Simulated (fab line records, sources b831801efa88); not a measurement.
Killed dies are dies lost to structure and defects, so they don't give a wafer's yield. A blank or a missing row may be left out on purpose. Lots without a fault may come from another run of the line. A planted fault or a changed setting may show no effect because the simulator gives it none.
Chamber matching | flow sfq_line | SFQ_TRILAYER_I1_CMP_CMP_046 on cmp-02: 4 sister chambers
The step polishes SiO2. 8 wafers are shown with their chamber, then 7 later ones without.

WAFERS WITH THEIR CHAMBER
wafer  | chamber | motor_current_A (A) | time_to_endpoint_s (s)
L142.3 | 1       | 10.5                | 213
L142.5 | 1       | 10.3                | 224
L142.6 | 2       | 11.0                | 203
L145.1 | 2       | 11.4                | 214
L145.2 | 3       | 10.9                | 211
L145.5 | 0       | 11.1                | 220
L146.1 | 3       | 10.8                | 217
L146.4 | 0       | 11.5                | 237

WAFERS WITHOUT THEIR CHAMBER
wafer  | motor_current_A (A) | time_to_endpoint_s (s)
L146.5 | 10.7                | 229
L147.2 | 11.3                | 214
L147.1 | 11.8                | 209
L147.6 | 11.1                | 228
L148.1 | 11.0                | 223
L148.4 | 9.5                 | 224
L148.5 | 9.5                 | 234

WHICH CHAMBER EACH WENT THROUGH
wafer  | from the rows above               | in truth
L146.5 | can't be placed: 1 or 3 or 0 or 2 | 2
L147.2 | can't be placed: 2 or 0 or 3      | 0
L147.1 | can't be placed: 2 or 0 or 3      | 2
L147.6 | can't be placed: 0 or 3 or 2      | 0
L148.1 | can't be placed: 3 or 0 or 2 or 1 | 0
L148.4 | 1                                 | 1
L148.5 | 1                                 | 1
Placed correctly: 2 of 7. Can't be placed from these rows: 5 (the true chamber is among the candidates in 5). Placed wrongly: 0.
How it was worked out, from the rows above alone: a wafer's distance from a chamber is the root of the sum, over the readings, of the square of ((its reading less the chamber's mean) divided by the reading's scatter). The wafer belongs to the nearest chamber; if the next one is less than 2 further off, it can't be placed. A chamber's mean is the mean of its shown wafers. The scatter: the root of (the sum of the squares of (reading less its chamber's mean) over the shown wafers, divided by (wafers less chambers)).
